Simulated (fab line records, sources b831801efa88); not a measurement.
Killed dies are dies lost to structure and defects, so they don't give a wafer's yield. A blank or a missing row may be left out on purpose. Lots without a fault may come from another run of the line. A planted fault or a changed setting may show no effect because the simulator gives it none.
Which tool did it? | flow gf180mcu | 6 lots, 18 wafers sampled, at 1 step of a route of 602

WHAT THE GAUGES READ, wafer by wafer
GF_VT_IMPLANT_OVL_MEAS_29.
lot  | measured     | on         | VT_IMPLANT_02_OVL (nm)
L953 | day 7 05:34  | overlay-02 | -1.6 -0.7 -0.5
L959 | day 9 07:01  | overlay-01 | 1.2 1.4 0.0
L962 | day 10 03:04 | overlay-01 | 2.7 2.0 3.3
L966 | day 11 03:10 | overlay-02 | 1.4 2.3 3.2
L968 | day 11 12:13 | overlay-01 | 1.2 1.6 1.2
L972 | day 12 14:10 | overlay-01 | -1.7 -0.9 -0.1

WHICH TOOL RAN EACH LOT (tool, then ch and the chambers of the sampled wafers, then the start)
The record holds no process step before these readings.

THE ANSWER, worked out from the rows above alone
Rule: what is usual is taken from the lots themselves. Put in order of their means at a reading, lots are off if they are a third of the lots or fewer, leave a main group of 4 or more, and stand apart from it by a gap of 3 or more times the standard deviation of the main group's means; of several such gaps the widest counts. A main group whose means are all the same, to the digits that the tables above print for the reading, isn't used. A lot without any number at a reading at which 4 lots or more have one is off too. The other lots that the step has rows for count as sound.
No lot is off at any reading shown: from this, nothing can be told.

WHAT THE SIMULATOR HAD PUT IN
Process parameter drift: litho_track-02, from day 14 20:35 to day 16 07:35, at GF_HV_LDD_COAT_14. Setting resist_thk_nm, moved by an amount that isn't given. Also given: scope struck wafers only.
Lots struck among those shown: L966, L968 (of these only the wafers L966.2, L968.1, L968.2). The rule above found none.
